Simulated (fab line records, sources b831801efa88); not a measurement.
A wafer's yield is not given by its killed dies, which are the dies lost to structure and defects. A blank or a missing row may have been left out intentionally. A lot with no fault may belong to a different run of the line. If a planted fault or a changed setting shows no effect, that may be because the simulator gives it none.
What tool caused it? ; flow gf180mcu ; 7 lots with 21 wafers sampled at 2 steps, on a route of 602 steps

WHAT THE GAUGES READ, wafer by wafer
GF_DNWELL_TW_MEAS_09.
lot;measured;on;DNWELL_TW
L302;day 2 23:28;filmMetro-04;1334 1336 1332
L305;day 3 22:12;filmMetro-03;1356 1351 1351
L309;day 4 16:07;filmMetro-03;1369 1361 1362
L313;day 5 11:49;filmMetro-04;1353 1355 1353
L315;day 5 23:24;filmMetro-03;1359 1359 1356
L320;day 7 01:01;filmMetro-01;1346 1352 1347
L324;day 7 22:03;filmMetro-03;1355 1353 1358

WHICH TOOL RAN EACH LOT (tool, then ch and the chambers of the sampled wafers, then the start)
lot;GF_DNWELL_IMPLANT_07
L302;implanter-01 ch 0, day 2 23:13
L305;implanter-02 ch 0, day 3 21:57
L309;implanter-01 ch 0, day 4 15:52
L313;implanter-04 ch 0, day 5 11:35
L315;implanter-04 ch 0, day 5 23:09
L320;implanter-01 ch 0, day 7 00:48
L324;implanter-04 ch 0, day 7 21:50
- GF_DNWELL_IMPLANT_07

THE ANSWER, worked out from the rows above alone
Rule: what is usual is taken from the lots themselves. The widest of any qualifying gaps counts: lots, ordered by their means at a reading, are off when they make up no more than a third of the lots, leave a main group of 4 or more, and stand apart from it by 3 or more times the standard deviation of that group's means. A main group is skipped when, at the precision printed for the reading in the tables above, its means are all equal. Also off: a lot with no number at a reading for which 4 or more lots have one. The other lots that the step has rows for count as sound.
Nothing can be told from this: no lot is off at any reading shown.

WHAT THE SIMULATOR HAD INSERTED
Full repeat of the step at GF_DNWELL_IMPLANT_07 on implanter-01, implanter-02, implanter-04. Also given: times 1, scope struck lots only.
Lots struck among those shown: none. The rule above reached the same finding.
